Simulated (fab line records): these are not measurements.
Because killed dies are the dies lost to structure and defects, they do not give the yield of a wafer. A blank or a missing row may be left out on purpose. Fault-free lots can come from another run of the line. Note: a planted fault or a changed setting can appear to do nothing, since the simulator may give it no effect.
fab line records	flow sky130
record: lots: 5	wafers: 15	lastDay: 50
route steps=708 shown VT_ADJUST_LVTN@101
lots with no fault: from the same line, run without faults
startH: start of the lot's first displayed wafer, in hours after the record's first day	waitH: time in hours since the lot's previous step	" the same as in the row above	L1.1+2: one row covering several wafers at once	- value missing, or start not given	* or withheld: withheld	< > ~ a bound
route shown NAME@n: a module of which the file shows steps, and the number in the route of the first	usual: mean/standard deviation of fault-free wafers	same: alike in all rows	chamber/n: place in a boat	sites: the reading at each site	_std_site: the standard deviation of these	_edge_site: mean of outer sites minus mean of inner sites	radiusMm: how far each site lies from the wafer's centre	mask NAME#n: copy n	behind: tool/chamber where the wafer was last shaped	hold: why the lot went on hold/how many hours it stayed there/how the hold came to an end	device: the transistor (n, p or np) that didn't switch	end of line: tests of these same wafers at the route's end	step lacking rows: just its recipe	killed: the dies lost at the first sort to structure and to defects; this is not the yield of the wafer	map: a wafer's dies, x killed, . not, _ none there
set.NAME: the setting the step ran with; set.NAME@STEP: the setting that earlier step ran with	model.NAME: the simulator's own value behind a step, which no gauge read
lots at selected steps of the route; one table per step, one row per wafer
services: the hour from which a tool's chamber was out of use, counted from the record's first day as startH (under 0 if before that day), plus the number of hours and why
== steps ==
step: SKY_VT_ADJUST_LVTN_EXPOSE_04
recipe: maskId: NWM_COMPLEMENT_LESS_NATIVE	na: 0.6	sourceShape: conventional	sigmaOuter: 0.6	polarization: unpolarized	targetCdNm: 840	doseMj: 194
lot.wafer	tool	chamber	startH	waitH	mask
L081.3+4+5	ilineStepper-02	0	-	-	NWM_COMPLEMENT_LESS_NATIVE#0
L088.2+3+5	ilineStepper-01	0	-	-	NWM_COMPLEMENT_LESS_NATIVE#0
L092.2+5+6	ilineStepper-02	0	-	-	NWM_COMPLEMENT_LESS_NATIVE#0
L093.1+2+3	ilineStepper-01	0	-	-	NWM_COMPLEMENT_LESS_NATIVE#0
L097.1+2+6	ilineStepper-01	0	-	-	NWM_COMPLEMENT_LESS_NATIVE#0
step: SKY_VT_ADJUST_LVTN_PEB_05
recipe: tempC: 115	timeS: withheld
lot.wafer	tool	chamber	startH	waitH
L081.3+4+5	lithoTrack-04	0	-	-
L088.2+3+5	lithoTrack-04	0	-	-
L092.2+5+6	lithoTrack-04	0	-	-
L093.1+2+3	lithoTrack-04	0	-	-
L097.1+2+6	lithoTrack-04	0	-	-
step: SKY_VT_ADJUST_LVTN_DEVELOP_06
recipe: wallAngleDeg: 90	developer: TMAH	developTimeS: 60	devTempC: 23
lot.wafer	tool	chamber	startH	waitH
L081.3+4+5	lithoTrack-04	0	-	-
L088.2+3+5	lithoTrack-04	0	-	-
L092.2+5+6	lithoTrack-04	0	-	-
L093.1+2+3	lithoTrack-04	0	-	-
L097.1+2+6	lithoTrack-04	0	-	-
step: SKY_VT_ADJUST_LVTN_OVL_MEAS_07
usual: VT_ADJUST_LVTN_OVL: -0.9/1.2
lot.wafer	tool	chamber	startH	waitH	VT_ADJUST_LVTN_OVL[nm]
L081.3	overlay-01	-	187.12	-	-2.2
L081.4	"	-	"	"	-1.9
L081.5	"	-	"	"	-0.9
L088.2	overlay-02	-	230.37	-	-2.0
L088.3	"	-	"	"	-2.3
L088.5	"	-	"	"	-0.9
L092.2	overlay-02	-	255.12	-	0.3
L092.5	"	-	"	"	-0.1
L092.6	"	-	"	"	1.5
L093.1	overlay-01	-	262.41	-	-2.8
L093.2	"	-	"	"	-2.8
L093.3	"	-	"	"	-3.0
L097.1	overlay-02	-	293.86	-	-0.1
L097.2	"	-	"	"	-1.6
L097.6	"	-	"	"	-0.3
step: SKY_VT_ADJUST_LVTN_IMPLANT_08
recipe: species: B	energyKev: 30	doseCm2: 1.57e+12	tiltDeg: withheld
lot.wafer	tool	chamber	startH	waitH
L081.3+4+5	implanter-02	0	187.20	0.1
L088.2+3+5	implanter-04	0	230.42	0.0
L092.2+5+6	implanter-02	0	255.17	0.0
L093.1+2+3	implanter-02	0	262.45	0.0
L097.1+2+6	implanter-01	0	293.90	0.0
step: SKY_VT_ADJUST_LVTN_STRIP_09
recipe: chemistry: O2/N2	powerW: 1400	pressureMtorr: 1500	platenTempC: withheld	o2FlowSccm: 3000	n2FlowSccm: 300	overashFraction: 0.5
usual: drypumpMotorCurrentA: 5.8/0.39	oesProductAu: 0.723/0.0045	stripTimeToEndpointS: 36.93/0.11
lot.wafer	tool	chamber	startH	waitH	drypumpMotorCurrentA	oesProductAu	rfHoursCounterH	stripTimeToEndpointS
L081.3	plasmaAsher-01	1	187.33	0.1	5.2	0.733	-	36.88
L081.4	"	0	"	"	5.9	0.715	-	36.75
L081.5	"	0	"	"	5.8	0.721	-	36.81
L088.2	plasmaAsher-01	0	230.55	0.1	5.8	0.727	40	36.87
L088.3	"	0	"	"	5.8	0.728	-	36.81
L088.5	"	0	"	"	5.8	0.727	-	36.79
L092.2	plasmaAsher-01	0	255.30	0.1	5.7	0.731	42	36.99
L092.5	"	1	"	"	5.1	0.722	-	36.96
L092.6	"	0	"	"	5.8	0.726	-	36.96
L093.1	plasmaAsher-01	0	262.60	0.1	5.8	0.718	43	36.81
L093.2	"	1	"	"	5.1	0.717	43	36.95
L093.3	"	1	"	"	5.1	0.725	-	36.92
L097.1	plasmaAsher-01	0	294.05	0.1	5.8	0.722	45	36.88
L097.2	"	1	"	"	5.1	0.720	45	36.98
L097.6	"	0	"	"	5.8	0.723	-	36.94
step: SKY_VT_ADJUST_LVTN_TW_MEAS_10
usual: VT_ADJUST_LVTN_TW: 239.0/2.9
lot.wafer	tool	chamber	startH	waitH	VT_ADJUST_LVTN_TW
L081.3	filmMetro-02	-	187.42	0.1	236.5
L081.4	"	-	"	"	238.8
L081.5	"	-	"	"	237.2
L088.2	filmMetro-04	-	230.66	0.1	236.6
L088.3	"	-	"	"	237.7
L088.5	"	-	"	"	236.9
L092.2	filmMetro-03	-	255.41	0.1	243.1
L092.5	"	-	"	"	243.8
L092.6	"	-	"	"	243.0
L093.1	filmMetro-04	-	262.70	0.1	240.9
L093.2	"	-	"	"	240.3
L093.3	"	-	"	"	238.9
L097.1	filmMetro-04	-	294.15	0.1	240.5
L097.2	"	-	"	"	240.6
L097.6	"	-	"	"	239.6
step: SKY_VT_ADJUST_LVTN_DEHYDRATE_11
recipe: tempC: 200	timeS: 60
lot.wafer	tool	chamber	startH	waitH
L081.3+4+5	lithoTrack-01	0	197.68	10.2
L088.2+3+5	lithoTrack-01	0	241.60	10.9
L092.2+5+6	lithoTrack-04	0	267.19	11.8
L093.1+2+3	lithoTrack-01	0	274.13	11.4
L097.1+2+6	lithoTrack-01	0	306.23	12.1
step: SKY_VT_ADJUST_LVTN_HMDS_12
recipe: primeTimeS: 60	primeTempC: 120
usual: primeTempC: 120.00/0.13
lot.wafer	tool	chamber	startH	waitH	primeTempC
L081.3	lithoTrack-01	0	197.83	0.1	119.94
L081.4	"	0	"	"	119.90
L081.5	"	0	"	"	119.94
L088.2	lithoTrack-01	0	241.75	0.1	119.79
L088.3	"	0	"	"	119.97
L088.5	"	0	"	"	120.12
L092.2	lithoTrack-04	0	267.34	0.1	119.93
L092.5	"	0	"	"	120.13
L092.6	"	0	"	"	120.10
L093.1	lithoTrack-01	0	274.28	0.1	120.09
L093.2	"	0	"	"	120.16
L093.3	"	0	"	"	120.12
L097.1	lithoTrack-01	0	306.38	0.1	119.98
L097.2	"	0	"	"	119.99
L097.6	"	0	"	"	119.87
step: SKY_VT_ADJUST_LVTN_COAT_13
recipe: resist: NOVOLAK	spinRpm: 3000	resistThkNm: 1140
lot.wafer	tool	chamber	startH	waitH
L081.3+4+5	lithoTrack-01	0	197.98	0.1
L088.2+3+5	lithoTrack-01	0	241.90	0.1
L092.2+5+6	lithoTrack-04	0	267.49	0.1
L093.1+2+3	lithoTrack-01	0	274.43	0.1
L097.1+2+6	lithoTrack-01	0	306.53	0.1
step: SKY_VT_ADJUST_LVTN_SOFTBAKE_14
recipe: tempC: 90	timeS: 60	resist: NOVOLAK
lot.wafer	tool	chamber	startH	waitH
L081.3+4+5	lithoTrack-01	0	198.13	0.1
L088.2+3+5	lithoTrack-01	0	242.05	0.1
L092.2+5+6	lithoTrack-04	0	267.64	0.1
L093.1+2+3	lithoTrack-01	0	274.58	0.1
L097.1+2+6	lithoTrack-01	0	306.68	0.1
== services ==
tool	chamber	startH	hours	kind
ilineStepper-02	-	155.10	2.3	repair
ilineStepper-02	-	158.07	0.5	repair
implanter-02	-	216.04	1.7	repair
implanter-02	-	216.10	1.3	repair
ilineStepper-02	-	257.03	8.9	pm
plasmaAsher-01	-	267.82	7.5	repair
ilineStepper-01	0	269.34	-	calibration
ilineStepper-01	-	270.38	10.7	repair
implanter-04	-	280.97	12.1	pm
ilineStepper-02	0	282.47	-	calibration
ilineStepper-02	-	296.44	1.7	pm
ilineStepper-02	-	305.75	2.1	repair
== key ==
fault none
